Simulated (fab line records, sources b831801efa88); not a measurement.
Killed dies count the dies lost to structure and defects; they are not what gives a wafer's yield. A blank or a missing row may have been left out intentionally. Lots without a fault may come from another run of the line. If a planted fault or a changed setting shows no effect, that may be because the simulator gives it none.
Which of the tools did it? :: flow sky130 :: Sampling: 10 lots, 30 wafers, 2 of 708 route steps

## WHAT THE GAUGES READ, wafer by wafer
SKY_VIA1_THK_MEAS_23: measures by xrf. Usual: VIA1_W_THK 270 nm, standard deviation 4.8.
lot: L393
measured: day 34 19:20
on: filmMetro-03
VIA1_W_THK (nm): 273 276 277
flag: 

lot: L394
measured: day 35 00:47
on: filmMetro-04
VIA1_W_THK (nm): 264 267 266
flag: 

lot: L395
measured: day 35 13:23
on: filmMetro-03
VIA1_W_THK (nm): 264 280 267
flag: 

lot: L398
measured: day 36 06:42
on: filmMetro-03
VIA1_W_THK (nm): 268 270 270
flag: 

lot: L402
measured: day 37 19:53
on: filmMetro-02
VIA1_W_THK (nm): 269 269 278
flag: 

lot: L404
measured: day 39 03:16
on: filmMetro-04
VIA1_W_THK (nm): 265 266 263
flag: 

lot: L408
measured: day 39 05:26
on: filmMetro-02
VIA1_W_THK (nm): 269 271 272
flag: 

lot: L409
measured: day 39 09:37
on: filmMetro-04
VIA1_W_THK (nm): 274 264 279
flag: 

lot: L410
measured: day 39 20:32
on: filmMetro-02
VIA1_W_THK (nm): 269 275 267
flag: 

lot: L411
measured: day 40 06:38
on: filmMetro-04
VIA1_W_THK (nm): 270 268 267
flag: 

## EACH LOT AND THE TOOL THAT RAN IT (in order: tool; ch and the chambers of the sampled wafers; start)
lot: L393
SKY_VIA1_CVD_21: cvdW-01 ch 0,1, day 34 19:07

lot: L394
SKY_VIA1_CVD_21: cvdW-02 ch 1, day 35 00:34

lot: L395
SKY_VIA1_CVD_21: cvdW-02 ch 0,1, day 35 13:10

lot: L398
SKY_VIA1_CVD_21: cvdW-01 ch 0,1, day 36 06:30

lot: L402
SKY_VIA1_CVD_21: cvdW-02 ch 0,1, day 37 19:40

lot: L404
SKY_VIA1_CVD_21: cvdW-01 ch 0,1, day 39 03:02

lot: L408
SKY_VIA1_CVD_21: cvdW-01 ch 0,1, day 39 05:13

lot: L409
SKY_VIA1_CVD_21: cvdW-02 ch 0,1, day 39 09:23

lot: L410
SKY_VIA1_CVD_21: cvdW-02 ch 0,1, day 39 20:20

lot: L411
SKY_VIA1_CVD_21: cvdW-01 ch 0,1, day 40 06:25
- SKY_VIA1_CVD_21: deposits W, target thk 270 nm, time 80.902 s.

## WHAT THE TOOLS THEMSELVES READ (means of the sampled wafers that have a number; where no wafer has one, the mark that the record gives instead)
SKY_VIA1_CVD_21. Usual: heaterPowerW at 876 W, with a standard deviation of 25.
lot: L393
tool: cvdW-01
heaterPowerW (W): 873
flag: 

lot: L394
tool: cvdW-02
heaterPowerW (W): 863
flag: 

lot: L395
tool: cvdW-02
heaterPowerW (W): 898
flag: 

lot: L398
tool: cvdW-01
heaterPowerW (W): 859
flag: 

lot: L402
tool: cvdW-02
heaterPowerW (W): 902
flag: 

lot: L404
tool: cvdW-01
heaterPowerW (W): 861
flag: 

lot: L408
tool: cvdW-01
heaterPowerW (W): 870
flag: 

lot: L409
tool: cvdW-02
heaterPowerW (W): 857
flag: 

lot: L410
tool: cvdW-02
heaterPowerW (W): 849
flag: 

lot: L411
tool: cvdW-01
heaterPowerW (W): 860
flag: 

## THE ANSWER, worked out from the rows above alone
Rule: lot off if the mean of its wafers having a number is beyond 3 standard deviations from the usual mean. Also off: a lot with no number at a reading for which 4 or more lots have one. All remaining lots with rows at the step are treated as sound. Order of review: gauges by route order, followed by the tools' own readings, for which a lot's mean as printed above is used. At the first step where some lot is off, the reading lying furthest off is the one used; lots without a number count as furthest.
No lot is off at any reading shown: from this, nothing can be told.

## WHAT THE SIMULATOR HAD PUT IN
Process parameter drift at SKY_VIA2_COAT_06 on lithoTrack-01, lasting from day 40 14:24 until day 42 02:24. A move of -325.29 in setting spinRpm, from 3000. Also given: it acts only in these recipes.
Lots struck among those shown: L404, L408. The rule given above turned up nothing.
